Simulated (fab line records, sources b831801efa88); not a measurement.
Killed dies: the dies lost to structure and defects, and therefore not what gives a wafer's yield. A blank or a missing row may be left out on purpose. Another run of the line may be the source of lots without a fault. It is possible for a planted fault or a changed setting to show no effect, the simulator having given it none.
A struck lot beside a sound one	flow sky130	43 out of 708 route steps
Sound: these wafers, L277.1, L277.4, L277.5. Struck: wafer L280.2. (L280.3, L280.4 of the same lot were not struck and are left out.) The cause comes at the end.
At each step with rows: each side's tool, then ch and its chambers, then its first start. Under that, the readings that differ: sound wafers	struck wafers	difference of the means	sigmas: that difference in standard deviations of wafers without a fault.
alike: readings with means less than 2 such deviations apart, plus words and numbers identical on both sides. not compared: withheld readings, readings lacking a value on some wafer, bounds such as >300 that could conceal the same value, and numbers that have no deviation in the record and whose values overlap.
The two part at a step that has a row with sigmas, a row that says differs or no value, or rows on one side only. Non-overlapping numbers with no deviation appear without sigmas and do not part them. Lack of a reading on every wafer of one side parts them only where that side has two or more wafers.

first, 4 steps without rows for these wafers: SKY_FIELD_ISO_WET_ETCH_29 (etches Si3N4 in H3PO4, target depth 160 nm, time 1825 s); SKY_FIELD_ISO_WET_ETCH_30 (etches SiO2 in dHF, target depth 25 nm, time 50 s); SKY_NWELL_CLEAN_00 (cleans in SC1/SC2, time 150 s); SKY_NWELL_OXIDATION_01 (stabilise 600 s, purge 300 s, target thk 10 nm).
SKY_NWELL_THK_MEAS_02:
  sound: film metro-02 at day 2 18:56; struck: film metro-03 at day 3 09:05
  alike: NWELL_OXIDATION_THK
then, 7 steps without rows for these wafers: SKY_DNWELL_DEHYDRATE_00 (time 60 s); SKY_DNWELL_HMDS_01 (prime time 60 s); SKY_DNWELL_COAT_02 (resist thk 3000 nm); SKY_DNWELL_SOFTBAKE_03; SKY_DNWELL_EXPOSE_04 (exposes mask DNM, target cd 3000 nm); SKY_DNWELL_PEB_05; SKY_DNWELL_DEVELOP_06 (develop time 60 s).
SKY_DNWELL_IMPLANT_07:
  sound on implanter-03 ch 0, day 3 11:19; struck on implanter-03 ch 0, day 4 02:13
SKY_DNWELL_STRIP_08: strips in O2/N2.
  sound on plasma asher-03 ch 0,1, day 3 11:28; struck on plasma asher-01 ch 1, day 4 02:21
  alike: drypump motor current A, o2 flow sccm, oes product au, strip time to endpoint s
  not compared: rf hours counter h
SKY_DNWELL_TW_MEAS_09:
  sound: film metro-01 at day 3 11:34; struck: film metro-02 at day 4 02:28
  alike: DNWELL_TW
then, 7 steps without rows for these wafers: SKY_PWDE_DEHYDRATE_00 (time 60 s); SKY_PWDE_HMDS_01 (prime time 60 s); SKY_PWDE_COAT_02 (resist thk 3000 nm); SKY_PWDE_SOFTBAKE_03; SKY_PWDE_EXPOSE_04 (exposes mask PWDEM, target cd 840 nm); SKY_PWDE_PEB_05; SKY_PWDE_DEVELOP_06 (develop time 60 s).
SKY_PWDE_OVL_MEAS_07:
  sound: overlay-02 at day 4 04:29; struck: overlay-01 at day 4 19:54
  alike: PWDE_OVL
next, for these wafers, 1 step has no rows: SKY_PWDE_IMPLANT_08.
SKY_PWDE_STRIP_09: strips in O2/N2.
  sound on plasma asher-04 ch 0,1, day 4 04:40; struck on plasma asher-01 ch 0, day 4 20:05
reading	sound	struck	difference	sigmas
o2 flow sccm (sccm)	2998 3003 2991	3030	+33	+3
  alike: drypump motor current A, oes product au, strip time to endpoint s
  not compared: rf hours counter h
SKY_PWDE_TW_MEAS_10:
  sound: film metro-02 at day 4 04:46; struck: film metro-01 at day 4 20:11
  alike: PWDE_TW
then, 7 steps without rows for these wafers: SKY_NWELL_DEHYDRATE_03 (time 60 s); SKY_NWELL_HMDS_04 (prime time 60 s); SKY_NWELL_COAT_05 (resist thk 3000 nm); SKY_NWELL_SOFTBAKE_06; SKY_NWELL_EXPOSE_07 (exposes mask NWM, target cd 840 nm); SKY_NWELL_PEB_08; SKY_NWELL_DEVELOP_09 (develop time 60 s).
SKY_NWELL_OVL_MEAS_10:
  sound: overlay-02 at day 4 22:54; struck: overlay-02 at day 5 14:26
  alike: NWELL_00_OVL
then, 3 steps without rows for these wafers: SKY_NWELL_IMPLANT_11; SKY_NWELL_IMPLANT_12; SKY_NWELL_IMPLANT_13.
SKY_NWELL_STRIP_14: strips in O2/N2.
  sound on plasma asher-03 ch 0,1, day 4 23:23; struck on plasma asher-04 ch 1, day 5 14:55
reading	sound	struck	difference	sigmas
drypump motor current A (A)	6.3 6.5 6.4	5.2	-1.2	-3
  alike: o2 flow sccm, oes product au, strip time to endpoint s
  not compared: rf hours counter h
SKY_NWELL_TW_MEAS_15:
  sound: film metro-01 at day 4 23:29; struck: film metro-03 at day 5 15:01
  alike: NWELL_TW
then, 3 steps without rows for these wafers: SKY_NWELL_DEHYDRATE_16 (time 60 s); SKY_NWELL_HMDS_17 (prime time 60 s); SKY_NWELL_COAT_18 (resist thk 3000 nm).
-- the record jumps here: 42 days lie between the struck wafers' starts before and after (it left off in module NWELL and takes up again in module PAD_OPEN, whose first step shown is number 708 of the route) --
SKY_PAD_OPEN_PROBE_99:
  sound: prober-01 at day 46 16:55; struck: prober-02 at day 47 04:36
reading	sound	struck	difference	sigmas
killed_at_M0_to_M3	54 46 53	37	-14	-2
killed dies	105 101 110	82	-23	-2
killed short	46 54 59	35	-18	-3
model.etest.res deep nwell.rs ohm sq range	55.43 44.15 113.6	233.3	+162.2	
  alike: killed_at_M4_up, killed at contacts, killed at front end, killed at other, killed open

WHERE THEY PART
Earliest at SKY_PWDE_STRIP_09; latest, in this record, at SKY_PAD_OPEN_PROBE_99.

WHY: what the simulator had put in
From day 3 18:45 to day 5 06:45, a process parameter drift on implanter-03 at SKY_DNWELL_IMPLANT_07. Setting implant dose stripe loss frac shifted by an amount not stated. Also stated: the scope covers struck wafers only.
